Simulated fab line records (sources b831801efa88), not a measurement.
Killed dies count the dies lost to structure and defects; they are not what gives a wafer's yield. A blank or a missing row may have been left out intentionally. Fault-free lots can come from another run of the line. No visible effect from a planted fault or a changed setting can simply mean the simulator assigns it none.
Which tool did it? / flow gf180mcu / Sampling: 12 lots, 36 wafers, 5 of 602 route steps

WHAT THE GAUGES READ, wafer by wafer
GF_MIM_RS_MEAS_10: the measuring method here is four-point-probe. Usual: for MIM_ALCU_RS the level is 0.1590 ohm/sq and the standard deviation is 0.0021.
lot=L418; measured=day 24 12:30; on=film-metro-02; MIM_ALCU_RS (ohm/sq)=0.1576 0.1605 0.1589; flag=
lot=L419; measured=day 24 18:20; on=film-metro-03; MIM_ALCU_RS (ohm/sq)=0.1574 0.1573 0.1616; flag=
lot=L423; measured=day 26 02:19; on=film-metro-03; MIM_ALCU_RS (ohm/sq)=0.1616 0.1606 0.1615; flag=
lot=L427; measured=day 27 08:58; on=film-metro-02; MIM_ALCU_RS (ohm/sq)=0.1565 0.1589 0.1588; flag=
lot=L428; measured=day 27 16:47; on=film-metro-04; MIM_ALCU_RS (ohm/sq)=0.1624 0.1578 0.1573; flag=
lot=L430; measured=day 28 08:18; on=film-metro-04; MIM_ALCU_RS (ohm/sq)=0.1642 0.1596 0.1597; flag=
lot=L431; measured=day 28 12:02; on=film-metro-03; MIM_ALCU_RS (ohm/sq)=0.1584 0.1600 0.1592; flag=
lot=L434; measured=day 29 17:32; on=film-metro-04; MIM_ALCU_RS (ohm/sq)=0.1604 0.1554 0.1575; flag=
lot=L436; measured=day 30 12:08; on=film-metro-04; MIM_ALCU_RS (ohm/sq)=0.1579 0.1572 0.1602; flag=
lot=L437; measured=day 30 19:11; on=film-metro-02; MIM_ALCU_RS (ohm/sq)=0.1572 0.1578 0.1576; flag=
lot=L438; measured=day 30 22:04; on=film-metro-02; MIM_ALCU_RS (ohm/sq)=0.1561 0.1602 0.1617; flag=
lot=L440; measured=day 31 07:06; on=film-metro-02; MIM_ALCU_RS (ohm/sq)=0.1556 0.1587 0.1555; flag=

GF_M5_CD_MEAS_07: target cd 280 nm. Usual: cd-nm reads 280.0 nm (standard deviation 1.2).
lot=L418; measured=day 26 08:01; on=cd-sem-01; cd-nm (nm)=279.5 280.4 281.2; flag=
lot=L419; measured=day 26 13:42; on=cd-sem-02; cd-nm (nm)=280.2 281.1 280.6; flag=
lot=L423; measured=day 27 20:46; on=cd-sem-01; cd-nm (nm)=278.8 280.5 278.9; flag=
lot=L427; measured=day 29 01:17; on=cd-sem-02; cd-nm (nm)=257.2 256.0 256.8; flag=OFF
lot=L428; measured=day 29 08:21; on=cd-sem-01; cd-nm (nm)=256.6 257.6 256.1; flag=OFF
lot=L430; measured=day 29 22:12; on=cd-sem-01; cd-nm (nm)=279.5 278.8 279.8; flag=
lot=L431; measured=day 30 02:17; on=cd-sem-02; cd-nm (nm)=278.6 278.6 277.8; flag=
lot=L434; measured=day 31 05:29; on=cd-sem-02; cd-nm (nm)=282.6 283.9 282.6; flag=
lot=L436; measured=day 31 23:55; on=cd-sem-01; cd-nm (nm)=280.1 280.0 279.8; flag=
lot=L437; measured=day 32 04:59; on=cd-sem-01; cd-nm (nm)=280.1 281.4 281.1; flag=
lot=L438; measured=day 32 09:02; on=cd-sem-01; cd-nm (nm)=279.3 280.1 279.4; flag=
lot=L440; measured=day 32 17:34; on=cd-sem-01; cd-nm (nm)=278.0 278.8 279.3; flag=

TOOL THAT RAN EACH LOT (tool first, then ch and the chambers of the sampled wafers, then the start)
lot=L418; GF_MIM_SPUTTER_02=pvd-sputter-04, day 24 12:12; GF_MIM_SPUTTER_09=pvd-sputter-01, day 24 12:27; GF_M5_PEB_05=litho-track-04 ch 0, day 26 07:41
lot=L419; GF_MIM_SPUTTER_02=pvd-sputter-03, day 24 18:03; GF_MIM_SPUTTER_09=pvd-sputter-04, day 24 18:18; GF_M5_PEB_05=litho-track-04 ch 0, day 26 13:21
lot=L423; GF_MIM_SPUTTER_02=pvd-sputter-04, day 26 01:59; GF_MIM_SPUTTER_09=pvd-sputter-01, day 26 02:14; GF_M5_PEB_05=litho-track-02 ch 0, day 27 20:27
lot=L427; GF_MIM_SPUTTER_02=pvd-sputter-01, day 27 08:41; GF_MIM_SPUTTER_09=pvd-sputter-03, day 27 08:56; GF_M5_PEB_05=litho-track-02 ch 0, day 29 00:56
lot=L428; GF_MIM_SPUTTER_02=pvd-sputter-01, day 27 16:29; GF_MIM_SPUTTER_09=pvd-sputter-04, day 27 16:44; GF_M5_PEB_05=litho-track-02 ch 0, day 29 08:01
lot=L430; GF_MIM_SPUTTER_02=pvd-sputter-01, day 28 08:01; GF_MIM_SPUTTER_09=pvd-sputter-04, day 28 08:16; GF_M5_PEB_05=litho-track-04 ch 0, day 29 21:51
lot=L431; GF_MIM_SPUTTER_02=pvd-sputter-01, day 28 11:45; GF_MIM_SPUTTER_09=pvd-sputter-03, day 28 12:00; GF_M5_PEB_05=litho-track-04 ch 0, day 30 01:54
lot=L434; GF_MIM_SPUTTER_02=pvd-sputter-04, day 29 17:13; GF_MIM_SPUTTER_09=pvd-sputter-01, day 29 17:28; GF_M5_PEB_05=litho-track-04 ch 0, day 31 05:10
lot=L436; GF_MIM_SPUTTER_02=pvd-sputter-03, day 30 11:48; GF_MIM_SPUTTER_09=pvd-sputter-04, day 30 12:03; GF_M5_PEB_05=litho-track-04 ch 0, day 31 23:36
lot=L437; GF_MIM_SPUTTER_02=pvd-sputter-03, day 30 18:54; GF_MIM_SPUTTER_09=pvd-sputter-01, day 30 19:09; GF_M5_PEB_05=litho-track-02 ch 0, day 32 04:38
lot=L438; GF_MIM_SPUTTER_02=pvd-sputter-03, day 30 21:47; GF_MIM_SPUTTER_09=pvd-sputter-04, day 30 22:02; GF_M5_PEB_05=litho-track-02 ch 0, day 32 08:41
lot=L440; GF_MIM_SPUTTER_02=pvd-sputter-03, day 31 06:46; GF_MIM_SPUTTER_09=pvd-sputter-01, day 31 07:01; GF_M5_PEB_05=litho-track-03 ch 0, day 32 17:06
- GF_MIM_SPUTTER_02: material AlCu, target thk 450 nm, time 23.9 s.
- GF_MIM_SPUTTER_09: material TiN, target thk 35 nm, time 29.2 s.
- GF_M5_PEB_05: peb time 90 s.

AS READ BY THE TOOLS THEMSELVES (means over the sampled wafers that have a number; for cases with no such wafer, the mark the record gives instead)
GF_MIM_SPUTTER_02. Usual: throttle-valve-pct reads 30.1 % (standard deviation 0.92).
lot=L418; tool=pvd-sputter-04; throttle-valve-pct (%)=29.4; flag=
lot=L419; tool=pvd-sputter-03; throttle-valve-pct (%)=29.6; flag=
lot=L423; tool=pvd-sputter-04; throttle-valve-pct (%)=29.7; flag=
lot=L427; tool=pvd-sputter-01; throttle-valve-pct (%)=30.4; flag=
lot=L428; tool=pvd-sputter-01; throttle-valve-pct (%)=30.8; flag=
lot=L430; tool=pvd-sputter-01; throttle-valve-pct (%)=30.5; flag=
lot=L431; tool=pvd-sputter-01; throttle-valve-pct (%)=30.3; flag=
lot=L434; tool=pvd-sputter-04; throttle-valve-pct (%)=29.9; flag=
lot=L436; tool=pvd-sputter-03; throttle-valve-pct (%)=29.9; flag=
lot=L437; tool=pvd-sputter-03; throttle-valve-pct (%)=30.1; flag=
lot=L438; tool=pvd-sputter-03; throttle-valve-pct (%)=30.4; flag=
lot=L440; tool=pvd-sputter-03; throttle-valve-pct (%)=30.2; flag=

GF_MIM_SPUTTER_09. Usual: throttle-valve-pct reads 30.2 % (standard deviation 0.87).
lot=L418; tool=pvd-sputter-01; throttle-valve-pct (%)=30.7; flag=
lot=L419; tool=pvd-sputter-04; throttle-valve-pct (%)=29.8; flag=
lot=L423; tool=pvd-sputter-01; throttle-valve-pct (%)=30.2; flag=
lot=L427; tool=pvd-sputter-03; throttle-valve-pct (%)=30.1; flag=
lot=L428; tool=pvd-sputter-04; throttle-valve-pct (%)=29.9; flag=
lot=L430; tool=pvd-sputter-04; throttle-valve-pct (%)=29.9; flag=
lot=L431; tool=pvd-sputter-03; throttle-valve-pct (%)=30.4; flag=
lot=L434; tool=pvd-sputter-01; throttle-valve-pct (%)=30.7; flag=
lot=L436; tool=pvd-sputter-04; throttle-valve-pct (%)=30.5; flag=
lot=L437; tool=pvd-sputter-01; throttle-valve-pct (%)=30.7; flag=
lot=L438; tool=pvd-sputter-04; throttle-valve-pct (%)=29.6; flag=
lot=L440; tool=pvd-sputter-01; throttle-valve-pct (%)=30.7; flag=

GF_M5_PEB_05. Usual: exhaust-pa 45.1 Pa, standard deviation 0.93; heater-power-total-W 85.70 W, standard deviation 0.09; plate-temp-C 135.01 C, standard deviation 0.14.
lot=L418; tool=litho-track-04; exhaust-pa (Pa)=44.4; heater-power-total-W (W)=85.71; plate-temp-C (C)=134.95; flag=
lot=L419; tool=litho-track-04; exhaust-pa (Pa)=43.8; heater-power-total-W (W)=85.68; plate-temp-C (C)=135.00; flag=
lot=L423; tool=litho-track-02; exhaust-pa (Pa)=45.2; heater-power-total-W (W)=85.64; plate-temp-C (C)=135.06; flag=
lot=L427; tool=litho-track-02; exhaust-pa (Pa)=43.8; heater-power-total-W (W)=101.68; plate-temp-C (C)=154.02; flag=OFF
lot=L428; tool=litho-track-02; exhaust-pa (Pa)=43.9; heater-power-total-W (W)=101.55; plate-temp-C (C)=154.17; flag=OFF
lot=L430; tool=litho-track-04; exhaust-pa (Pa)=44.5; heater-power-total-W (W)=85.71; plate-temp-C (C)=134.90; flag=
lot=L431; tool=litho-track-04; exhaust-pa (Pa)=45.1; heater-power-total-W (W)=85.76; plate-temp-C (C)=135.00; flag=
lot=L434; tool=litho-track-04; exhaust-pa (Pa)=45.4; heater-power-total-W (W)=85.65; plate-temp-C (C)=134.77; flag=
lot=L436; tool=litho-track-04; exhaust-pa (Pa)=45.3; heater-power-total-W (W)=85.70; plate-temp-C (C)=134.92; flag=
lot=L437; tool=litho-track-02; exhaust-pa (Pa)=45.5; heater-power-total-W (W)=85.72; plate-temp-C (C)=135.15; flag=
lot=L438; tool=litho-track-02; exhaust-pa (Pa)=45.4; heater-power-total-W (W)=85.67; plate-temp-C (C)=135.04; flag=
lot=L440; tool=litho-track-03; exhaust-pa (Pa)=45.7; heater-power-total-W (W)=85.67; plate-temp-C (C)=134.99; flag=

THE ANSWER, worked out from the rows above alone
Rule: lot off if the mean of its wafers having a number is beyond 3 standard deviations from the usual mean. A lot without any number at a reading at which 4 lots or more have one is off too. The other lots that the step has rows for count as sound. Order of review: gauges by route order, followed by the tools' own readings, for which a lot's mean as printed above is used. At the first step where some lot is off, the reading lying furthest off is the one used; lots without a number count as furthest.
Off, at GF_M5_CD_MEAS_07 on cd-nm: L427, L428.
If a tool, at a process step before that reading, ran all the lots that are off and no sound lot after the first of them, it fits. The gauges at GF_M5_CD_MEAS_07 aren't tried: what is off there is off at GF_M5_PEB_05 too, on other tools, and a gauge's error can't cause that. Not one of the candidates tried fits.

WHAT THE SIMULATOR HAD PUT IN
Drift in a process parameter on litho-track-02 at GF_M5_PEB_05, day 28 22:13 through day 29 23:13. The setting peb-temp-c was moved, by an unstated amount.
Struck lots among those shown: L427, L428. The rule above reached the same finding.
